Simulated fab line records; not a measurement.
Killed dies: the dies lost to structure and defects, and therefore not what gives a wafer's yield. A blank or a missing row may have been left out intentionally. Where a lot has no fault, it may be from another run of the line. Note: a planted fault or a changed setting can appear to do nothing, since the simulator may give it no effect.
Which tool did it?	flow sky130	10 lots, 30 wafers sampled, at 6 steps of a route of 708

## WHAT THE GAUGES SHOWED, per wafer
SKY_CONTACT_BOW_MEAS_05. Usual: for CONTACT_BOW the level is 82 um and the standard deviation is 7.
lot	measured	on	CONTACT_BOW (um)	flag
L772	day 31 23:41	film_metro-03	73 81 81	
L773	day 32 12:53	film_metro-01	91 86 85	
L775	day 32 23:37	film_metro-03	71 76 73	
L776	day 33 09:43	film_metro-02	87 78 88	
L778	day 34 02:51	film_metro-03	90 84 88	
L780	day 34 21:05	film_metro-03	76 87 80	
L784	day 35 20:22	film_metro-03	87 84 96	
L786	day 36 11:37	film_metro-03	79 83 87	
L790	day 37 10:34	film_metro-01	88 87 82	
L791	day 37 16:02	film_metro-02	78 85 79	

SKY_METAL1_RS_MEAS_05: a four-point-probe measurement. Usual: for METAL1_ALCU_RS the level is 0.1261 ohm/sq and the standard deviation is 0.0019.
lot	measured	on	METAL1_ALCU_RS (ohm/sq)	flag
L772	day 33 03:33	film_metro-01	0.1276 0.1269 0.1298	
L773	day 33 16:56	film_metro-03	0.1244 0.1293 0.1248	
L775	day 34 01:42	film_metro-04	0.1238 0.1262 0.1291	
L776	day 34 11:56	film_metro-03	0.1282 0.1263 0.1279	
L778	day 35 04:21	film_metro-04	0.1248 0.1270 0.1263	
L780	day 35 23:35	film_metro-03	0.1240 0.1237 0.1242	
L784	day 37 00:30	film_metro-04	0.1175 0.1179 0.1187 0.1177 0.1181 0.1192	OFF
L786	day 37 15:10	film_metro-03	0.1189 0.1206 0.1184 0.1188 0.1208 0.1184	OFF
L790	day 38 14:20	film_metro-04	0.1221 0.1236 0.1270	
L791	day 38 18:32	film_metro-03	0.1301 0.1276 0.1265	

SKY_METAL1_THK_MEAS_06: measures by xrf. Usual: for METAL1_ALCU_THK the level is 255 nm and the standard deviation is 4.1.
lot	measured	on	METAL1_ALCU_THK (nm)	flag
L772	day 33 03:39	film_metro-01	256 254 248	
L773	day 33 17:04	film_metro-03	259 249 258	
L775	day 34 01:49	film_metro-04	259 255 249	
L776	day 34 12:03	film_metro-03	248 255 252	
L778	day 35 04:27	film_metro-04	256 252 252	
L780	day 35 23:41	film_metro-03	261 261 259	
L784	day 37 04:09	film_metro-04	272 272 271 272 272 272	OFF
L786	day 37 18:15	film_metro-03	271 268 272 271 265 274	OFF
L790	day 38 14:27	film_metro-04	265 264 255	
L791	day 38 18:40	film_metro-03	248 249 254	

SKY_METAL1_OVL_MEAS_16. Usual: for METAL1_OVL the level is 7 nm and the standard deviation is 4.
lot	measured	on	METAL1_OVL (nm)	flag
L772	day 34 04:04	overlay-02	6 13 4	
L773	day 34 16:18	overlay-02	-1 -1 1	
L775	day 35 01:38	overlay-01	4 8 6	
L776	day 35 11:31	overlay-01	12 2 14	
L778	day 36 06:04	overlay-02	10 12 6	
L780	day 37 01:19	overlay-01	4 1 8	
L784	day 38 02:22	overlay-01	7 11 11	
L786	day 38 16:34	overlay-01	13 2 7	
L790	day 39 15:01	overlay-01	7 12 8	
L791	day 39 20:04	overlay-02	8 5 13	

## WHICH TOOL RAN EACH LOT (tool, then ch and the chambers of the sampled wafers, then the start)
lot	SKY_CONTACT_ETCH_18	SKY_METAL1_SPUTTER_02
L772	rie_diel-03 ch 0,1,3, day 33 03:25 or earlier	pvd_sputter-02, day 33 03:25
L773	rie_diel-01 ch 0,2,3, day 33 16:51 or earlier	pvd_sputter-02, day 33 16:51
L775	rie_diel-02 ch 0,2,3, day 34 01:37 or earlier	pvd_sputter-02, day 34 01:37
L776	rie_diel-02 ch 0,3, day 34 11:50 or earlier	pvd_sputter-04, day 34 11:50
L778	rie_diel-03 ch 1,3, day 35 04:13 or earlier	pvd_sputter-04, day 35 04:13
L780	rie_diel-01 ch 0,2, day 35 23:28 or earlier	pvd_sputter-04, day 35 23:28
L784	rie_diel-02 ch 0,2, day 37 00:22 or earlier	pvd_sputter-02, day 37 00:22
L786	rie_diel-01 ch 1,3, day 37 15:03 or earlier	pvd_sputter-02, day 37 15:03
L790	rie_diel-02 ch 0,1,3, day 38 14:14 or earlier	pvd_sputter-04, day 38 14:14
L791	rie_diel-03 ch 0,1,3, day 38 18:27 or earlier	pvd_sputter-04, day 38 18:27
- SKY_CONTACT_ETCH_18: etches Si3N4 in CHF3/O2, stops on TiN, time 39 s, target depth 75 nm.
- SKY_METAL1_SPUTTER_02: material AlCu, target thk 250 nm, time 13.3 s.

## WHAT THE TOOLS THEMSELVES READ (means of the sampled wafers that have a number; where no wafer has one, the mark that the record gives instead)
SKY_CONTACT_ETCH_18. Usual: bias_w 200.0 W, standard deviation 0.57; chf3_flow_sccm 50.00 sccm, standard deviation 0.16; drypump_motor_current_A 5.7 A, standard deviation 0.45; oes_product_au 0.856 a.u., standard deviation 0.0075; throttle_valve_pct 8.794 %, standard deviation 0.0099.
lot	tool	bias_w (W)	chf3_flow_sccm (sccm)	drypump_motor_current_A (A)	oes_product_au (a.u.)	throttle_valve_pct (%)	flag
L772	rie_diel-03	200.1	49.90	5.7	0.847	8.790	
L773	rie_diel-01	200.0	49.94	5.7	0.857	8.799	
L775	rie_diel-02	199.9	50.07	6.1	0.846	8.795	
L776	rie_diel-02	200.3	50.01	6.2	0.861	8.787	
L778	rie_diel-03	199.7	49.94	5.7	0.848	8.797	
L780	rie_diel-01	200.1	49.88	5.6	0.859	8.811	
L784	rie_diel-02	200.0	50.01	6.1	0.862	8.786	
L786	rie_diel-01	199.9	49.97	5.7	0.856	8.796	
L790	rie_diel-02	200.2	49.95	6.0	0.853	8.789	
L791	rie_diel-03	199.8	50.01	5.7	0.845	8.794	

SKY_METAL1_SPUTTER_02. Usual: cathode_dc_power_W 10600 W, standard deviation 1.9; throttle_valve_pct 29.9 %, standard deviation 0.92.
lot	tool	cathode_dc_power_W (W)	throttle_valve_pct (%)	flag
L772	pvd_sputter-02	10601	30.7	
L773	pvd_sputter-02	10599	29.6	
L775	pvd_sputter-02	10601	30.4	
L776	pvd_sputter-04	10601	29.4	
L778	pvd_sputter-04	10599	29.2	
L780	pvd_sputter-04	10602	29.3	
L784	pvd_sputter-02	11243	31.0	OFF
L786	pvd_sputter-02	11244	30.6	OFF
L790	pvd_sputter-04	10600	29.3	
L791	pvd_sputter-04	10601	29.5	

## THE ANSWER, worked out from the rows above alone
Rule: a lot counts as off when the mean over its wafers that have a number is more than 3 standard deviations away from the usual mean. Also off: a lot with no number at a reading for which 4 or more lots have one. All remaining lots with rows at the step are treated as sound. The gauges are gone through in route order, then the tools' own readings, and for those a lot's mean is taken as printed above. At the first step where some lot is off, the reading lying furthest off is the one used; lots without a number count as furthest.
Off: at SKY_METAL1_RS_MEAS_05 (METAL1_ALCU_RS), L784, L786.
A tool fits if, at a process step before that reading, it ran every lot that is off, and no sound lot after the first of them. Not tried: the gauges at SKY_METAL1_RS_MEAS_05; whatever is off there is also off at SKY_METAL1_SPUTTER_02, on other tools, and gauge error can't account for it. With no start given for some of its lots, SKY_CONTACT_ETCH_18 uses the hours and lot order of SKY_METAL1_SPUTTER_02. One fits: pvd_sputter-02 at SKY_METAL1_SPUTTER_02. A fault onset in the window from L775 (day 34 01:37, its last sound lot) to L784 (day 37 00:22, its first lot off) fits.
The tool's own readings at SKY_METAL1_SPUTTER_02 bear it out: on the lots that are off they differ by more than 5 times the standard deviation of the sound lots' means. cathode_dc_power_W reads 11244 W there against 10600 W on the sound lots.

## WHAT WAS PUT IN BY THE SIMULATOR
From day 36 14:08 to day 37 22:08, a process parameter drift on pvd_sputter-02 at SKY_METAL1_SPUTTER_02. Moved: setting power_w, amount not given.
Shown lots that were struck: L784, L786. Same finding as the rule above.
